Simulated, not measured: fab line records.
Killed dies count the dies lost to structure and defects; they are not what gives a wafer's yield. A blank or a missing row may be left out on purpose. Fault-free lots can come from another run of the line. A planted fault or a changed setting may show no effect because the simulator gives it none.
Chamber matching :: flow gf180mcu :: GF_PASSIVATION_CVD_02 on pecvd-03 has 3 sister chambers
The step deposits Si3N4, target thk 700 nm, time 486.18 s. 6 wafers are shown with their chamber, then 10 later ones without.

EACH WAFER AND ITS CHAMBER
wafer: L437.5
chamber: 0
heater_power_w (W): 751
susceptor_temp_C (C): 399.79

wafer: L444.2
chamber: 2
heater_power_w (W): 623
susceptor_temp_C (C): 399.87

wafer: L447.3
chamber: 0
heater_power_w (W): 813
susceptor_temp_C (C): 399.76

wafer: L447.6
chamber: 1
heater_power_w (W): 712
susceptor_temp_C (C): 399.73

wafer: L452.2
chamber: 1
heater_power_w (W): 694
susceptor_temp_C (C): 400.13

wafer: L452.3
chamber: 2
heater_power_w (W): 712
susceptor_temp_C (C): 400.38

WAFERS MISSING THEIR CHAMBER
wafer: L452.4
heater_power_w (W): 716
susceptor_temp_C (C): 400.23

wafer: L453.3
heater_power_w (W): 710
susceptor_temp_C (C): 400.25

wafer: L453.5
heater_power_w (W): 690
susceptor_temp_C (C): 399.73

wafer: L453.6
heater_power_w (W): 821
susceptor_temp_C (C): 399.60

wafer: L454.1
heater_power_w (W): 670
susceptor_temp_C (C): 400.33

wafer: L454.2
heater_power_w (W): 792
susceptor_temp_C (C): 399.81

wafer: L454.3
heater_power_w (W): 582
susceptor_temp_C (C): 400.02

wafer: L456.1
heater_power_w (W): 652
susceptor_temp_C (C): 399.70

wafer: L456.5
heater_power_w (W): 833
susceptor_temp_C (C): 399.47

wafer: L456.6
heater_power_w (W): 635
susceptor_temp_C (C): 399.89

EACH ONE'S CHAMBER
wafer: L452.4
from the rows above: can't be placed: 2 or 1 or 0
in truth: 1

wafer: L453.3
from the rows above: can't be placed: 2 or 1 or 0
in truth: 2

wafer: L453.5
from the rows above: can't be placed: 1 or 2 or 0
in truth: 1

wafer: L453.6
from the rows above: can't be placed: 0 or 1
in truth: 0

wafer: L454.1
from the rows above: can't be placed: 2 or 1
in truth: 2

wafer: L454.2
from the rows above: can't be placed: 0 or 1
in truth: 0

wafer: L454.3
from the rows above: can't be placed: 2 or 1
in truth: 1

wafer: L456.1
from the rows above: can't be placed: 1 or 2 or 0
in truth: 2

wafer: L456.5
from the rows above: can't be placed: 0 or 1
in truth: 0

wafer: L456.6
from the rows above: can't be placed: 2 or 1
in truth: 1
Correctly placed: 0 of 10. Not placeable from these rows: 10 (in 10, the candidates include the true chamber). Wrongly placed: 0.
How it was worked out, from the rows above alone: a wafer's distance from a chamber is the root of the sum, over the readings, of the square of ((its reading less the chamber's mean) divided by the reading's scatter). The wafer belongs to the nearest chamber; if the next one is less than 2 further off, it can't be placed. Each chamber's mean is taken over the wafers shown for it. How the scatter is found: for the shown wafers, subtract from each reading the mean of its chamber, square and add these, divide the total by (wafers less chambers), then take the root.
